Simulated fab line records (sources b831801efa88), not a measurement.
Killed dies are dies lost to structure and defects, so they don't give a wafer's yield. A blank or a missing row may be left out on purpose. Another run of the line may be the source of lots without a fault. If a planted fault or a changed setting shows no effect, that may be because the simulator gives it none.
fab line records	flow sky130
record: lots: 4	wafers: 12	last_day: 49
route steps=708 shown METAL2@497 VIA2@507 METAL3@532 CAPM@537 PAD_OPEN@708
lots that met no fault: taken from a fault-free run of the same line
start_h: hours from the record's opening day to when the first of the lot's shown wafers began	wait_h: hours from the lot's prior step to this one	" the same as in the row above	L1.1+2: one row covering several wafers at once	- either no value or no given start	* or withheld: withheld	< > ~ a bound
route shown NAME@n: a module of which the file shows steps, and the number in the route of the first	usual: the fault-free wafers' mean and standard deviation	same: alike in all rows	chamber/n: place in a boat	sites: per-site readings	_std_site: their standard deviation	_edge_site: outer sites' mean less inner sites'	radius_mm: for every site, how far away it sits from the centre of the wafer	mask NAME#n: copy n	behind: the tool/chamber that last shaped the wafer	hold: why the lot went on hold/how many hours it stayed there/how the hold came to an end	device: whichever transistor did not switch (one of n, p or np)	end of line: tests of these same wafers at the route's end	where a step has no rows: the recipe by itself	killed: count of dies lost to structure and defects at first sort (not the wafer's yield)	map: a wafer's dies, marking killed ones x, the rest . and places with no die _
set.NAME: the setting as run; set.NAME@STEP: as run at that earlier step	model.NAME: the simulator's own value behind a step, which no gauge read
lots at some steps of the route; a table a step, a row a wafer
services: a tool's chamber out of use, with start hour (start_h, from the record's first day; less than 0 if before it), hours out, and reason
== steps ==
step: SKY_METAL2_DEVELOP_14
recipe: develop_time_s: 60	resist: KrF-thick	dev_temp_c: 21
step: SKY_METAL2_DESCUM_17
recipe: chemistry: O2	source_power_w: 150	bias_power_w: 0	pressure_mtorr: 10	temp_c: 40	time_s: 8
step: SKY_METAL2_ETCH_18
recipe: chemistry: N2/H2	target: BARC	ion_energy_ev: 200	bias_w: 100	pressure_mtorr: 30	n2_flow_sccm: 100	h2_flow_sccm: 200	icp_w: 500	stop_on: SiO2	time_s: 45.9	target_depth_a: 600
step: SKY_METAL2_METAL_ETCH_19
recipe: target_depth_a: 3600	stop_on: SiO2	over_etch_frac: 0.3	time_s: 78	chemistry: Cl2/BCl3	resist_sidewall_deg: 88	pressure_mtorr: 10	icp_w: 900	bias_w: 48.5	Cl2_flow_sccm: 60	bcl3_flow_sccm: 30
step: SKY_METAL2_STRIP_20
recipe: chemistry: O2/N2	power_w: 1400	pressure_mtorr: 1500	platen_temp_c: withheld	o2_flow_sccm: 3000	n2_flow_sccm: 300	overash_fraction: 0.5
step: SKY_METAL2_STRIP_21
recipe: chemistry: post_etch_residue_remover	time_s: 1200	temp_c: 72.5
step: SKY_METAL2_CLEAN_22
recipe: chemistry: IPA	time_s: 180	temp_c: 25
step: SKY_METAL2_CLEAN_23
recipe: chemistry: O3/DIW	dry: n2_spin
step: SKY_VIA2_HDPCVD_00
recipe: material: SiO2	target_thk_nm: 1180	sigma_open_frac: 0.3	time_s: 196.7	temp_c: 400	sih4_flow_sccm: 60	pressure_mtorr: 6
step: SKY_VIA2_CMP_02
recipe: material: SiO2	down_force_psi: 4	platen_rpm: 60	pad_velocity_m_s: 0.94248
usual: motor_current_A: 12.6/1.5
lot.wafer	tool	chamber	start_h	wait_h	motor_current_A	model.SiO2_of_VIA2_HDPCVD_00.thk_nm
L561.3	cmp-02	2	886.67	0.1	14.3	495.3
L561.4	"	3	"	"	11.1	494.4
L561.1	"	0	"	"	13.1	494.5
L563.3	cmp-02	2	897.00	0.1	13.7	494
L563.2	"	3	"	"	10.5	494.9
L563.5	"	1	"	"	10.4	543.2
L567.3	cmp-02	3	929.63	0.2	10.8	495.2
L567.2	"	0	"	"	13.2	494.6
L567.6	"	2	"	"	13.9	543.6
L573.3	cmp-01	1	966.90	0.2	11.5	495.2
L573.6	"	0	"	"	15.0	494.9
L573.5	"	1	"	"	11.3	495.5
step: SKY_VIA2_BOW_MEAS_03
recipe: mode: bow
usual: VIA2_BOW: 86/7.8
lot.wafer	tool	chamber	start_h	wait_h	hold	VIA2_BOW[um]
L561.1	film_metro-02	-	886.92	0.1	-	77
L561.3	"	-	"	"	-	86
L561.4	"	-	"	"	-	86
L563.2	film_metro-04	-	897.27	0.2	await_dispo/0.2h/release	93
L563.3	"	-	"	"	await_dispo/0.2h/release	87
L563.5	"	-	"	"	await_dispo/0.2h/release	94
L563.2	film_metro-04	-	897.55	0.3	-	-
L563.3	"	-	"	"	-	-
L563.5	"	-	"	"	-	-
L567.2	film_metro-04	-	929.85	0.1	await_dispo/0.2h/release	81
L567.3	"	-	"	"	await_dispo/0.2h/release	75
L567.6	"	-	"	"	await_dispo/0.2h/release	81
L567.2	film_metro-04	-	930.14	0.3	-	-
L567.3	"	-	"	"	-	-
L567.6	"	-	"	"	-	-
L573.3	film_metro-01	-	967.19	0.2	-	96
L573.5	"	-	"	"	-	73
L573.6	"	-	"	"	-	85
step: SKY_VIA2_HMDS_05
recipe: prime_time_s: 60	prime_temp_c: 120
step: SKY_VIA2_COAT_06
recipe: resist: BARC	temp_c: withheld	time_s: withheld	spin_rpm: 3000	resist_thk_nm: 60
step: SKY_VIA2_COAT_07
recipe: resist: KrF-thick	spin_rpm: 3000	resist_thk_nm: 450
step: SKY_VIA2_SOFTBAKE_08
recipe: temp_c: 100	time_s: 90	resist: KrF-thick
step: SKY_VIA2_EXPOSE_09
recipe: mask_id: VIM2	na: 0.8	source_shape: annular	sigma_inner: 0.55	sigma_outer: 0.85	target_cd_nm: 200	dose_mj: 38
step: SKY_VIA2_PEB_10
recipe: peb_temp_c: withheld	peb_time_s: withheld	resist: KrF-thick
step: SKY_VIA2_DEVELOP_11
recipe: develop_time_s: 60	resist: KrF-thick	dev_temp_c: 21
step: SKY_VIA2_ETCH_14
recipe: chemistry: N2/H2	target: BARC	ion_energy_ev: 200	source_w: 500	bias_w: 100	pressure_mtorr: 30	n2_flow_sccm: 100	h2_flow_sccm: 200	stop_on: SiO2	time_s: 45.9	target_depth_a: 600
step: SKY_VIA2_ETCH_15
recipe: target: SiO2	chemistry: C4F8/O2/Ar	target_depth_nm: 546	stop_on: TiN	mask_material: KrF-thick	source_w: 1500	bias_w: 1200	pressure_mtorr: 40	c4f8_flow_sccm: withheld	O2_flow_sccm: 6	Ar_flow_sccm: 300	time_s: 84
usual: oes_product_au: 0.940/0.0046
lot.wafer	tool	chamber	start_h	wait_h	oes_product_au	rf_hours_counter_h	model.VIA2.feature_depth_nm	model.etch.depth_nm
L561.1	rie_diel-03	2	912.53	0.0	0.937	11	494.5	494.5
L561.3	"	3	"	"	0.944	-	495.3	495.3
L561.4	"	2	"	"	0.941	-	494.4	494.4
L563.2	rie_diel-03	2	922.09	0.0	0.940	12	494.9	494.9
L563.3	"	2	"	"	0.937	-	494	494
L563.5	"	2	"	"	0.981	-	540.6	540.6
L567.2	rie_diel-03	2	954.66	0.0	0.938	13	494.6	494.6
L567.3	"	1	"	"	0.940	12	495.2	495.2
L567.6	"	0	"	"	0.989	-	543.6	543.6
L573.3	rie_diel-03	0	991.22	0.0	0.934	2	495.2	495.2
L573.5	"	3	"	"	0.944	-	495.5	495.5
L573.6	"	0	"	"	0.937	-	494.9	494.9
step: SKY_VIA2_STRIP_16
recipe: chemistry: O2/N2	power_w: 1400	pressure_mtorr: 1500	platen_temp_c: withheld	o2_flow_sccm: 3000	n2_flow_sccm: 300	overash_fraction: 0.5
step: SKY_VIA2_STRIP_17
recipe: chemistry: post_etch_residue_remover	time_s: 1200	temp_c: 72.5
step: SKY_VIA2_CLEAN_18
recipe: chemistry: IPA	time_s: 180	temp_c: 25
step: SKY_VIA2_CLEAN_19
recipe: chemistry: O3/DIW	dry: n2_spin
step: SKY_VIA2_SPUTTER_20
recipe: material: TiN	target_thk_nm: 20	chamber_pressure_pa: 5	power_w: 4000	time_s: 80
step: SKY_VIA2_CVD_21
recipe: material: W	target_thk_nm: 420	time_s: 126.4	temp_c: 400	pressure_torr: 40
step: SKY_VIA2_CMP_24
recipe: stop_on: SiO2	t_overpolish_s: 20	down_force_psi: 3.5	platen_rpm: 60	target_thk_nm: 0	pad_velocity_m_s: 0.94248
step: SKY_METAL3_SPUTTER_00
recipe: material: Ti	target_thk_nm: 15	power_w: 3000	time_s: 10	chamber_pressure_pa: 0.4
step: SKY_METAL3_SPUTTER_01
recipe: material: TiN	target_thk_nm: 20	power_w: 6500	time_s: 16.7	chamber_pressure_pa: 0.4
step: SKY_METAL3_SPUTTER_02
recipe: material: AlCu	target_thk_nm: 735	power_w: 10600	time_s: 39.1	chamber_pressure_pa: 0.4
step: SKY_METAL3_SPUTTER_03
recipe: material: Ti	target_thk_nm: 5	power_w: 3000	time_s: 3.3	chamber_pressure_pa: 0.4
step: SKY_METAL3_SPUTTER_04
recipe: material: TiN	target_thk_nm: 70	power_w: 6500	time_s: 58.3	chamber_pressure_pa: 0.4
step: SKY_CAPM_CVD_00
recipe: material: SiO2	target_thk_nm: 15.5	temp_c: 400	time_s: withheld	rf_w: 450
step: SKY_METAL3_METAL_ETCH_18
recipe: target_depth_a: 8450	stop_on: SiO2	over_etch_frac: 0.3	time_s: 183.1	chemistry: Cl2/BCl3	resist_sidewall_deg: 88	pressure_mtorr: 10	icp_w: 900	bias_w: 48.5	Cl2_flow_sccm: 60	bcl3_flow_sccm: 30
usual: drypump_motor_current_A: 5.6/0.38	he_backside_leak_sccm: 3.31/0.26	oes_product_au: 0.867/0.0062	throttle_valve_pct: 22.263/0.0092
same: over_etch_frac: 0.3
lot.wafer	tool	chamber	start_h	wait_h	drypump_motor_current_A	he_backside_leak_sccm	oes_product_au	rf_hours_counter_h	throttle_valve_pct	model.SiO2_of_VIA2_HDPCVD_00.thk_nm
L561.1	rie_metal-03	0	964.23	0.0	5.1	3.02	0.876	6	22.251	464.6
L561.3	"	0	"	"	5.1	3.15	0.875	-	22.251	465.3
L561.4	"	1	"	"	4.9	3.05	0.879	-	22.266	464.5
L563.2	rie_metal-02	0	972.80	0.0	5.7	3.49	0.868	20	22.258	465.8
L563.3	"	1	"	"	6.0	5.49	0.865	-	22.258	464.3
L563.5	"	1	"	"	6.0	3.24	0.864	-	22.259	513.4
L567.2	rie_metal-03	0	1004.64	0.0	5.1	3.30	0.861	7	22.255	464.7
L567.3	"	1	"	"	5.0	3.25	0.861	-	22.259	465.7
L567.6	"	0	"	"	5.1	3.26	0.860	-	22.262	513.8
L573.3	rie_metal-02	0	1039.82	0.1	5.7	3.58	0.872	-	22.275	465.6
L573.5	"	1	"	"	6.0	3.20	0.869	-	22.274	465.2
L573.6	"	0	"	"	5.7	3.55	0.872	-	22.265	465.4
step: SKY_PAD_OPEN_PROBE_99
usual: defect_limited_yield: 81.9/1.9	killed_at_M0_to_M3: 45/7.3	killed_at_M4_up: 3.2/1.8	killed_at_contacts: 25/5.5	killed_at_front_end: 15/4.2	killed_at_other: 0.3/0.69	killed_dies: 89/9.4	killed_open: 49/6.6	killed_short: 40/6.4	sort_bin_3_pad_short: 0.9/0.43	sort_bin_5_function: 10.7/1.5	sort_bin_6_memory: 6.5/1.2	sort_n_pass: 403/9.4	sort_yield_pct: 81.9/1.9
same: gross_dies: 492	killed_at_back_side: 0	sort_bin_4_leakage[%]: 0	sort_bin_8_speed[%]: 0
lot.wafer	tool	chamber	start_h	wait_h	defect_limited_yield[%]	killed_at_M0_to_M3	killed_at_M4_up	killed_at_contacts	killed_at_front_end	killed_at_other	killed_dies	killed_open	killed_short	sort_bin_3_pad_short[%]	sort_bin_5_function[%]	sort_bin_6_memory[%]	sort_n_pass	sort_yield_pct[%]
L561.1	prober-02	-	1128.17	0.1	82.1	39	4	29	13	3	88	44	43	0.6	10.4	6.9	404	82.1
L561.3	prober-02	-	1128.27	0.2	83.9	31	6	23	19	0	79	44	35	0.6	10.8	4.7	413	83.9
L561.4	prober-02	-	1128.32	0.2	83.3	40	4	25	13	0	82	42	40	0.6	8.1	7.9	410	83.3
L563.2	prober-02	-	1132.62	0.1	83.3	39	7	17	17	2	82	38	43	0.4	8.7	7.5	410	83.3
L563.3	prober-02	-	1132.67	0.2	83.7	36	4	28	11	1	80	46	33	0.6	8.3	7.3	412	83.7
L563.5	prober-02	-	1132.77	0.2	81.5	43	4	33	11	0	91	42	49	1.0	9.3	8.1	401	81.5
L573.3	prober-02	-	1184.79	0.2	75.8	61	1	37	20	0	119	66	53	1.0	16.9	6.3	373	75.8
L573.5	prober-02	-	1184.89	0.2	82.3	44	0	33	10	0	87	50	37	1.4	10.8	5.5	405	82.3
L573.6	prober-02	-	1184.94	0.2	80.5	43	1	40	12	0	96	56	40	0.4	12.2	6.9	396	80.5
killed by level:class
L561.1 VIA1:geometric_particle:open=10 CONTACT:geometric_particle:open=9 LI_CONTACT:geometric_particle:open=8 CONTACT:geometric_particle:short=6 METAL2:geometric_particle:short=6 LOCAL_INTERCONNECT:geometric_particle:short=4 METAL1:geometric_particle:short=4 VIA2:geometric_particle:short=4
L561.3 LI_CONTACT:geometric_particle:open=13 VIA1:geometric_particle:open=8 POLY_GATE:geometric_particle:short=7 CONTACT:geometric_particle:open=7 METAL2:geometric_particle:short=6 VIA2:geometric_particle:short=6 POLY_GATE:geometric_particle:open=4 METAL4:geometric_particle:short=4
L561.4 VIA1:geometric_particle:open=13 CONTACT:geometric_particle:open=8 VIA2:geometric_particle:open=7 LI_CONTACT:geometric_particle:short=6 VIA1:geometric_particle:short=5 CONTACT:geometric_particle:short=5 FIELD_ISO:geometric_particle:short=4 VIA3:geometric_particle:short=4
L563.2 METAL2:geometric_particle:short=9 VIA1:geometric_particle:open=8 CONTACT:geometric_particle:open=6 METAL4:geometric_particle:short=6 FIELD_ISO:geometric_particle:short=5 LI_CONTACT:geometric_particle:open=5 VIA2:geometric_particle:open=5 FIELD_ISO:geometric_particle:open=4
L563.3 CONTACT:geometric_particle:open=12 VIA1:geometric_particle:open=10 LI_CONTACT:geometric_particle:open=7 VIA1:geometric_particle:short=5 METAL2:geometric_particle:short=5 POLY_GATE:geometric_particle:short=4 LOCAL_INTERCONNECT:geometric_particle:short=4 VIA2:geometric_particle:open=4
L563.5 VIA1:geometric_particle:open=10 POLY_GATE:geometric_particle:short=8 CONTACT:geometric_particle:open=8 CONTACT:geometric_particle:short=8 LOCAL_INTERCONNECT:geometric_particle:short=7 VIA2:geometric_particle:open=7 LI_CONTACT:geometric_particle:open=5 VIA1:geometric_particle:short=5
L573.3 CONTACT:geometric_particle:open=15 VIA1:geometric_particle:open=10 VIA2:geometric_particle:open=9 LI_CONTACT:geometric_particle:open=9 VIA3:geometric_particle:open=9 VIA3:geometric_particle:short=8 METAL2:geometric_particle:short=7 POLY_GATE:geometric_particle:open=6
L573.5 CONTACT:geometric_particle:open=16 VIA1:geometric_particle:open=9 VIA2:geometric_particle:open=9 METAL2:geometric_particle:short=6 VIA3:geometric_particle:open=5 CONTACT:geometric_particle:short=5 LI_CONTACT:geometric_particle:short=4 LI_CONTACT:geometric_particle:open=4
L573.6 CONTACT:geometric_particle:open=17 LI_CONTACT:geometric_particle:open=9 VIA2:geometric_particle:open=9 METAL2:geometric_particle:short=8 LI_CONTACT:geometric_particle:short=7 VIA1:geometric_particle:short=7 POLY_GATE:geometric_particle:open=4 VIA1:geometric_particle:open=4
== services ==
tool	chamber	start_h	hours	kind
rie_diel-03	0	887.64	1.2	repair
rie_diel-03	0	904.87	-	clean
rie_diel-03	0	904.87	18.0	scheduled_down
rie_diel-03	0	904.87	18.0	vent_cycle
rie_diel-03	1	908.29	35.7	repair
cmp-01	-	913.04	4.0	pm
cmp-01	-	917.04	-	consumable_replace:conditioner
rie_metal-02	-	918.99	2.8	pm
cmp-02	-	924.47	1.2	repair
rie_metal-03	1	938.62	5.7	repair
cmp-02	-	961.86	6.1	pm
cmp-01	-	965.04	0.6	repair
cmp-01	-	972.90	2.6	repair
cmp-01	-	978.63	0.7	repair
cmp-01	-	984.52	3.8	repair
rie_metal-03	-	986.30	15.6	pm
rie_diel-03	-	987.52	1.2	repair
rie_diel-03	3	998.03	4.1	repair
cmp-02	-	1012.22	0.5	repair
rie_diel-03	3	1019.95	14.9	repair
cmp-02	-	1027.01	4.1	repair
cmp-01	-	1035.06	3.6	pm
cmp-02	-	1036.39	4.0	repair
cmp-02	-	1036.78	0.8	repair
== key ==
first_sign: step: SKY_VIA2_BOW_MEAS_03	reading: visit	direction: added
effect: step: SKY_VIA2_ETCH_15	reading: oes_product_au	direction: up	sigmas: 9.9	usual: 0.940	struck: 0.985
model_effect: step: SKY_VIA2_CMP_02	value: SiO2_of_VIA2_HDPCVD_00.thk_nm	without: 493.9	struck: 543.4
model_effect: step: SKY_VIA2_ETCH_15	value: VIA2.feature_depth_nm	without: 493.9	struck: 542.1
model_effect: step: SKY_METAL3_METAL_ETCH_18	value: SiO2_of_VIA2_HDPCVD_00.thk_nm	without: 464.1	struck: 513.6
met_at SKY_VIA2_CMP_02
struck_wafers L563.5,L567.6
onset_between 886.67 897.00
fault: kind: process_parameter_drift	tool: cmp-02	chamber: -	onset_h: 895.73	steps: SKY_VIA2_CMP_02	channel: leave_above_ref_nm	offset: 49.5	shape: step	end_h: 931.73	scope: struck_wafers_only	acts_in: these_recipes_only	stated: 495
